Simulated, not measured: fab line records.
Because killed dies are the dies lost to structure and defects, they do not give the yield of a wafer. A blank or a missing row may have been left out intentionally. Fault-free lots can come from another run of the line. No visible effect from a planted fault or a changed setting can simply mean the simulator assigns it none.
Chamber matching | flow sky130 | cmp-01 running SKY_CONTACT_CMP_27: 4 sister chambers
The step polishes, stops on SiO2, t overpolish 15 s, target thk 0 nm. 15 wafers are shown with their chamber, then 7 later ones without.

WAFERS, EACH WITH ITS CHAMBER
wafer  | chamber | motor current A (A) | time to endpoint s (s) | slurry filter dp kPa (kPa)
L702.3 | 1       | 11.1                | 79.7                   | 13.58
L702.5 | 2       | 14.4                | 86.2                   | 13.22
L702.6 | 3       | 10.3                | 84.0                   | 13.34
L703.1 | 3       | 11.2                | 83.2                   | 13.51
L703.2 | 1       | 10.2                | 81.3                   | 13.61
L703.4 | 0       | 11.9                | 87.9                   | 13.52
L705.1 | 0       | 12.0                | 84.1                   | 13.70
L705.2 | 3       | 10.9                | 79.5                   | 13.44
L705.6 | 2       | 13.7                | 80.5                   | 13.37
L706.1 | 0       | 12.3                | 89.4                   | 13.57
L706.3 | 1       | 10.0                | 83.7                   | 13.58
L706.4 | 2       | 14.3                | 85.7                   | 13.70
L710.1 | 2       | 14.0                | 83.7                   | 13.47
L710.3 | 0       | 12.0                | 86.3                   | 13.57
L710.6 | 1       | 10.1                | 80.3                   | 13.52

SIGNATURES, as means of the wafers listed above
reading              | chamber 0 | chamber 1 | chamber 2 | chamber 3 | scatter within a chamber
motor current A      | 12.050    | 10.350    | 14.100    | 10.800    | 0.379
time to endpoint s   | 86.925    | 81.250    | 84.025    | 82.233    | 2.26
slurry filter dp kPa | 13.5900   | 13.5725   | 13.4400   | 13.4300   | 0.12
Rule: a wafer lies at a distance from a chamber equal to the root of the sum of squares, over the readings, of (its reading less the chamber's mean, divided by the reading's scatter). If the next closest chamber is less than 2 further off than the closest, the wafer can't be placed; otherwise it belongs to the closest. The scatter is the square root of a quotient: the sum, over the shown wafers, of each reading's squared deviation from its chamber's mean, divided by wafers minus chambers.

WAFERS WITH NO CHAMBER GIVEN
wafer  | motor current A (A) | time to endpoint s (s) | slurry filter dp kPa (kPa)
L713.3 | 12.1                | 82.9                   | 13.55
L722.2 | 10.1                | 79.0                   | 13.60
L722.3 | 12.8                | 87.9                   | 13.55
L722.4 | 10.1                | 82.6                   | 13.17
L724.2 | 10.5                | 78.5                   | 13.63
L724.3 | 12.0                | 82.4                   | 13.54
L724.6 | 13.5                | 85.6                   | 13.39

CHAMBER TAKEN BY EACH
wafer  | from the rows above     | in truth
L713.3 | can't be placed: 0 or 3 | 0
L722.2 | can't be placed: 1 or 3 | 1
L722.3 | can't be placed: 0 or 2 | 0
L722.4 | can't be placed: 3 or 1 | 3
L724.2 | can't be placed: 1 or 3 | 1
L724.3 | can't be placed: 0 or 3 | 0
L724.6 | 2                       | 2
Correctly placed: 1 of 7. Unplaceable from these rows: 6, with the true chamber sitting among the candidates in 6. Wrongly placed: 0.
